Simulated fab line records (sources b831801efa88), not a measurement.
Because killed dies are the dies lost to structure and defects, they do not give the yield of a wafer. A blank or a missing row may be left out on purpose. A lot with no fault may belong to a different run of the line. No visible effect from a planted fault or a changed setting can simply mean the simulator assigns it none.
A lot that was struck, set against a sound lot | flow sfq-line | 42 out of 325 route steps
Sound: wafers L929.2, L929.3, L929.4. Wafers L941.2, L941.3, L941.5 were the ones struck. At the end, the cause is stated.
Order at every step that has rows: each side's tool, ch and its chambers, its first start. Under that, the readings that differ: sound wafers | struck wafers | difference of the means | sigmas: that difference in standard deviations of wafers without a fault.
alike: readings whose means differ by less than 2 such deviations, and words and numbers that are the same on both sides. not compared: withheld readings, readings that some wafer has no value for, bounds like >300 that may hide the same value, and numbers for which the record gives no deviation and whose values overlap.
A row with sigmas, a row that says differs or no value, or rows on one side alone: a step with any of these is where the two part. Non-overlapping numbers with no deviation appear without sigmas and do not part them. Lack of a reading on every wafer of one side parts them only where that side has two or more wafers.

first, 6 steps without rows for these wafers: SFQ_TRILAYER_L0_VIA_LITHO_COAT_018 (resist thk 62 nm); SFQ_TRILAYER_L0_VIA_LITHO_COAT_013 (resist thk 650 nm); SFQ_TRILAYER_L0_VIA_LITHO_SOFTBAKE_017; SFQ_TRILAYER_L0_VIA_LITHO_EXPOSE_014 (exposes mask L0V, target cd 700 nm); SFQ_TRILAYER_L0_VIA_LITHO_PEB_016 (peb time 60 s); SFQ_TRILAYER_L0_VIA_LITHO_DEVELOP_015 (time 60 s).
SFQ_L0V_OVL_MEAS_903:
  struck on overlay-01, day 11 10:49; sound on overlay-01, day 8 01:26
  alike: L0V_OVL
SFQ_TRILAYER_L0_VIA_BARC_OPEN_VIA_ETCH_021: etches BARC in O2, target depth 125 nm, time 41.7 s.
  sound on rie-diel-02 ch 0,2,3, day 8 01:28; struck on rie-diel-04 ch 0,1,3, day 11 10:51
  alike: drypump-motor-current-A, oes-product-au
  not compared: rf-hours-counter-h
then, 4 steps without rows for these wafers: SFQ_TRILAYER_L0_VIA_ETCH_VIA_ETCH_016 (etches SiO2 in CHF3, stops on MoNx KI, target depth 80 nm); SFQ_TRILAYER_L0_VIA_STRIP_STRIP_017 (strips in O2); SFQ_TRILAYER_L0_VIA_STRIP_SOLV_CLEAN_018 (cleans in NMP, time 600 s); SFQ_TRILAYER_M0_DEP_PRE_CLEAN_020 (time 15 s).
SFQ_TRILAYER_M0_DEP_SPUTTER_019: material Nb, target thk 200 nm, time 133.3 s.
  struck on pvd-sputter-06, day 11 11:44; sound on pvd-sputter-03, day 8 02:21
  reading                                             | sound                | struck               | difference | sigmas
  cathode-dc-power-W (W)                              | 1999.3 2000.1 2000.1 | 2375.1 2375.6 2375.3 | +375.5     | +99 or more
  model.Nb_of_TRILAYER_M0_DEP_SPUTTER_019.thk-nm (nm) | 200.4 201.5 204      | 237.5 236.5 236.7    | +34.9      |
  alike: throttle-valve-pct
SFQ_M0_RS_MEAS_904: measurement is done with a four-point probe.
  struck on film-metro-02, day 11 11:51; sound on film-metro-01, day 8 02:28
  reading           | sound             | struck            | difference | sigmas
  M0_NB_RS (ohm/sq) | 0.890 0.882 0.873 | 0.748 0.753 0.751 | -0.131     | -15
then, 6 steps without rows for these wafers: SFQ_TRILAYER_M0_LITHO_COAT_026 (resist thk 62 nm); SFQ_TRILAYER_M0_LITHO_COAT_021 (resist thk 600 nm); SFQ_TRILAYER_M0_LITHO_SOFTBAKE_025; SFQ_TRILAYER_M0_LITHO_EXPOSE_022 (exposes mask M0, target cd 500 nm); SFQ_TRILAYER_M0_LITHO_PEB_024 (peb time 60 s); SFQ_TRILAYER_M0_LITHO_DEVELOP_023 (time 60 s).
-- the record jumps here: 5 days lie between the struck wafers' starts before and after --
SFQ_M0_OVL_MEAS_906:
  struck on overlay-01, day 16 13:35; sound on overlay-02, day 12 02:25
  reading     | sound   | struck     | difference | sigmas
  M0_OVL (nm) | 11 5 16 | -7 -10 -12 | -20        | -3
then, 1 step without rows for these wafers: SFQ_TRILAYER_M0_BARC_OPEN_METAL_ETCH_031 (etches BARC in O2, target depth 125 nm, time 41.7 s).
SFQ_TRILAYER_M0_ETCH_METAL_ETCH_024: etches Nb in Cl2/Ar, stops on SiO2, target depth 240 nm, time 120 s.
  sound on rie-metal-04 ch 0,1, day 12 02:31; struck on rie-metal-02 ch 0, day 16 13:40
  reading                     | sound             | struck            | difference | sigmas
  drypump-motor-current-A (A) | 6.4 6.4 5.7       | 5.5 5.5 5.4       | -0.7       | -2
  oes-product-au (a.u.)       | 0.889 0.898 0.905 | 0.987 0.981 0.987 | +0.088     | +13
  not compared: rf-hours-counter-h
SFQ_TRILAYER_M0_STRIP_STRIP_025: strips in O2.
  sound on rie-metal-04 ch 0,1, day 12 02:38; struck on rie-metal-02 ch 0, day 16 13:47
  reading                     | sound       | struck      | difference | sigmas
  drypump-motor-current-A (A) | 6.4 6.4 5.7 | 5.5 5.4 5.5 | -0.7       | -2
  alike: oes-product-au
  not compared: rf-hours-counter-h
then, 1 step without rows for these wafers: SFQ_TRILAYER_M0_STRIP_SOLV_CLEAN_026 (cleans in NMP, time 600 s).
SFQ_TRILAYER_I0_DEP_PECVD_027: deposits SiO2 from SiH4/N2O, time 111.11 s, target thk 500 nm.
  sound on pecvd-02 ch 0,1, day 12 03:25; struck on pecvd-02 ch 0,2, day 16 14:34
  alike: heater-power-w, throttle-valve-pct
then, 1 step without rows for these wafers: SFQ_TRILAYER_I0_CMP_CMP_028 (polishes SiO2).
SFQ_I0_BOW_MEAS_907:
  struck on film-metro-04, day 16 17:40; sound on film-metro-04, day 12 07:11
  alike: I0_BOW
then, 7 steps without rows for these wafers: SFQ_TRILAYER_I0_METRO_MEASURE_029; SFQ_TRILAYER_I0_VIA_LITHO_COAT_036 (resist thk 62 nm); SFQ_TRILAYER_I0_VIA_LITHO_COAT_031 (resist thk 650 nm); SFQ_TRILAYER_I0_VIA_LITHO_SOFTBAKE_035; SFQ_TRILAYER_I0_VIA_LITHO_EXPOSE_032 (exposes mask I0, target cd 500 nm); SFQ_TRILAYER_I0_VIA_LITHO_PEB_034 (peb time 60 s); SFQ_TRILAYER_I0_VIA_LITHO_DEVELOP_033 (time 60 s).
-- the record jumps here: 6 days lie between the struck wafers' starts before and after --
SFQ_I0_OVL_MEAS_908:
  struck on overlay-01, day 23 01:56; sound on overlay-02, day 17 16:06
  reading     | sound     | struck | difference | sigmas
  I0_OVL (nm) | -10 -2 -2 | 7 9 12 | +14        | +3
SFQ_TRILAYER_I0_VIA_BARC_OPEN_VIA_ETCH_046: etches BARC in O2, target depth 125 nm, time 41.7 s.
  sound on rie-diel-01 ch 0,2,3, day 17 16:08; struck on rie-diel-01 ch 1,2,3, day 23 01:58
  alike: drypump-motor-current-A, oes-product-au
  not compared: rf-hours-counter-h
then, 1 step without rows for these wafers: SFQ_TRILAYER_I0_VIA_ETCH_VIA_ETCH_034 (etches SiO2 in CHF3, stops on Nb, target depth 260 nm).
SFQ_TRILAYER_I0_VIA_STRIP_STRIP_035: strips in O2.
  sound on rie-metal-02 ch 1, day 17 16:29; struck on rie-metal-03 ch 0,1, day 23 02:07
  alike: drypump-motor-current-A, oes-product-au
  not compared: rf-hours-counter-h
then, 2 steps without rows for these wafers: SFQ_TRILAYER_I0_VIA_STRIP_SOLV_CLEAN_036 (cleans in NMP, time 600 s); SFQ_TRILAYER_M1_DEP_PRE_CLEAN_038 (time 22.5 s).
-- the record jumps here: 67 days lie between the struck wafers' starts before and after --
SFQ_M8_BOW_MEAS_951:
  struck on film-metro-04, day 90 03:49; sound on film-metro-04, day 86 05:23
  reading                 | sound                | struck               | difference | sigmas
  model.etest.m0.ohm-um   | 1.784 1.767 1.745    | 1.502 1.51 1.507     | -0.259     |
  model.etest.m0.ohm-sq   | 0.8888 0.8839 0.8732 | 0.7498 0.7531 0.7524 | -0.1302    |
  model.etest.i0.link-ohm | 1.962 1.961 1.941    | 1.837 1.82 1.824     | -0.128     |
  alike: M8_BOW

## WHERE THEY PART
First at SFQ_TRILAYER_M0_DEP_SPUTTER_019; last, within this record, at SFQ_I0_OVL_MEAS_908. Later steps at which nothing parts them and some readings are alike: SFQ_TRILAYER_I0_VIA_BARC_OPEN_VIA_ETCH_046, SFQ_TRILAYER_I0_VIA_STRIP_STRIP_035, SFQ_M8_BOW_MEAS_951.

WHY: whatever the simulator had introduced
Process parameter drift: pvd-sputter-06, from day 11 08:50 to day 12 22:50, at SFQ_TRILAYER_M0_DEP_SPUTTER_019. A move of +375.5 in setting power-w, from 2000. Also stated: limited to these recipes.
